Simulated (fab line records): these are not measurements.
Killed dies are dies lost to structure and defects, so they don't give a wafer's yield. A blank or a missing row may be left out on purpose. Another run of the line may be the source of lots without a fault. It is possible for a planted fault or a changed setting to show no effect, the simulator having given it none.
Matching of chambers :: flow sky130 :: SKY_CAP2M_CVD_00 on pecvd-02 has 3 sister chambers
The step deposits SiO2, target thk 15.5 nm. 20 wafers are shown with their chamber, then 10 later ones without.

WAFERS, EACH WITH ITS CHAMBER
wafer: L075.2
chamber: 2
heater-power-w (W): 1002

wafer: L075.3
chamber: 1
heater-power-w (W): 780

wafer: L075.6
chamber: 0
heater-power-w (W): 886

wafer: L078.2
chamber: 2
heater-power-w (W): 1127

wafer: L078.4
chamber: 0
heater-power-w (W): 895

wafer: L078.5
chamber: 1
heater-power-w (W): 785

wafer: L079.2
chamber: 2
heater-power-w (W): 965

wafer: L079.3
chamber: 0
heater-power-w (W): 837

wafer: L079.6
chamber: 0
heater-power-w (W): 845

wafer: L081.2
chamber: 2
heater-power-w (W): 1059

wafer: L081.3
chamber: 0
heater-power-w (W): 794

wafer: L081.6
chamber: 1
heater-power-w (W): 799

wafer: L083.1
chamber: 2
heater-power-w (W): 1057

wafer: L083.2
chamber: 1
heater-power-w (W): 767

wafer: L083.6
chamber: 1
heater-power-w (W): 784

wafer: L084.1
chamber: 1
heater-power-w (W): 750

wafer: L084.2
chamber: 0
heater-power-w (W): 913

wafer: L084.3
chamber: 2
heater-power-w (W): 1019

wafer: L088.1
chamber: 0
heater-power-w (W): 909

wafer: L088.3
chamber: 1
heater-power-w (W): 766

SIGNATURES (averages over the wafers above)
reading: heater-power-w
chamber 0: 868.43
chamber 1: 775.86
chamber 2: 1038.17
scatter within a chamber: 41.3
Rule: a wafer's distance from a chamber is the root of the sum, over the readings, of the square of ((its reading less the chamber's mean) divided by the reading's scatter). If the next closest chamber is less than 2 further off than the closest, the wafer can't be placed; otherwise it belongs to the closest. How the scatter is found: for the shown wafers, subtract from each reading the mean of its chamber, square and add these, divide the total by (wafers less chambers), then take the root.

WAFERS WITHOUT THEIR CHAMBER
wafer: L088.6
heater-power-w (W): 1168

wafer: L090.3
heater-power-w (W): 713

wafer: L090.5
heater-power-w (W): 874

wafer: L090.6
heater-power-w (W): 715

wafer: L093.2
heater-power-w (W): 746

wafer: L093.5
heater-power-w (W): 954

wafer: L093.6
heater-power-w (W): 820

wafer: L095.2
heater-power-w (W): 828

wafer: L095.4
heater-power-w (W): 1072

wafer: L095.5
heater-power-w (W): 799

WHICH CHAMBER EACH WENT THROUGH
wafer: L088.6
from the rows above: 2
in truth: 2

wafer: L090.3
from the rows above: 1
in truth: 1

wafer: L090.5
from the rows above: 0
in truth: 0

wafer: L090.6
from the rows above: 1
in truth: 1

wafer: L093.2
from the rows above: 1
in truth: 1

wafer: L093.5
from the rows above: can't be placed: 2 or 0
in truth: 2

wafer: L093.6
from the rows above: can't be placed: 1 or 0
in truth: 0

wafer: L095.2
from the rows above: can't be placed: 0 or 1
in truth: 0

wafer: L095.4
from the rows above: 2
in truth: 2

wafer: L095.5
from the rows above: can't be placed: 1 or 0
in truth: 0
Placed correctly: 6 of 10. Unplaceable from these rows: 4, with the true chamber sitting among the candidates in 4. 0 placed wrongly.
